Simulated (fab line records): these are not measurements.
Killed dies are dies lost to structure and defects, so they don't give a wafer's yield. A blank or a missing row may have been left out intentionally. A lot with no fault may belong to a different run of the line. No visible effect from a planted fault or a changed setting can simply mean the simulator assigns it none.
What tool caused it? ; flow gf180mcu ; route of 602 steps, sampled at 1 step: 14 lots, 42 wafers

== WHAT THE GAUGES SHOWED, per wafer ==
GF_CONTACT_BOW_MEAS_05. Usual: CONTACT_BOW typically reads 65 um, with standard deviation 6.8.
lot;measured;on;CONTACT_BOW (um);flag
L201;day 15 04:02;film metro-04;67 64 62;
L202;day 15 10:10;film metro-01;67 61 72;
L203;day 15 21:17;film metro-04;67 66 64;
L205;day 16 16:40;film metro-02;64 68 78;
L206;day 17 01:22;film metro-04;56 68 64;
L207;day 17 11:07;film metro-01;59 68 68;
L208;day 17 16:56;film metro-01;66 65 60;
L209;day 18 04:40;film metro-04;69 76 67;
L210;day 18 07:32;film metro-04;65 58 72;
L216;day 20 23:29;film metro-04;71 79 70;
L217;day 21 01:14;film metro-02;71 61 65;
L220;day 22 08:20;film metro-01;55 57 52;
L222;day 22 18:56;film metro-02;60 62 68;
L224;day 23 05:22;film metro-02;61 58 66;

== EACH LOT AND THE TOOL THAT RAN IT (in order: tool; ch and the chambers of the sampled wafers; start) ==
No process step before these readings appears in the record.

== WHAT THE TOOLS THEMSELVES READ (means of the sampled wafers that have a number; where no wafer has one, the mark that the record gives instead) ==
The record holds no such reading with a usual standard deviation.

== THE ANSWER, worked out from the rows above alone ==
Rule: a lot counts as off when the mean over its wafers that have a number is more than 3 standard deviations away from the usual mean. Also off: a lot with no number at a reading for which 4 or more lots have one. Where the step has rows for the other lots, those lots are counted as sound. Order of review: gauges by route order, followed by the tools' own readings, for which a lot's mean as printed above is used. The first step at which some lot is off is used, and at that step the reading that is off furthest; a lot without a number counts as furthest.
Across all readings shown, no lot is off: no conclusion can be drawn from this.

== WHAT THE SIMULATOR HAD INSERTED ==
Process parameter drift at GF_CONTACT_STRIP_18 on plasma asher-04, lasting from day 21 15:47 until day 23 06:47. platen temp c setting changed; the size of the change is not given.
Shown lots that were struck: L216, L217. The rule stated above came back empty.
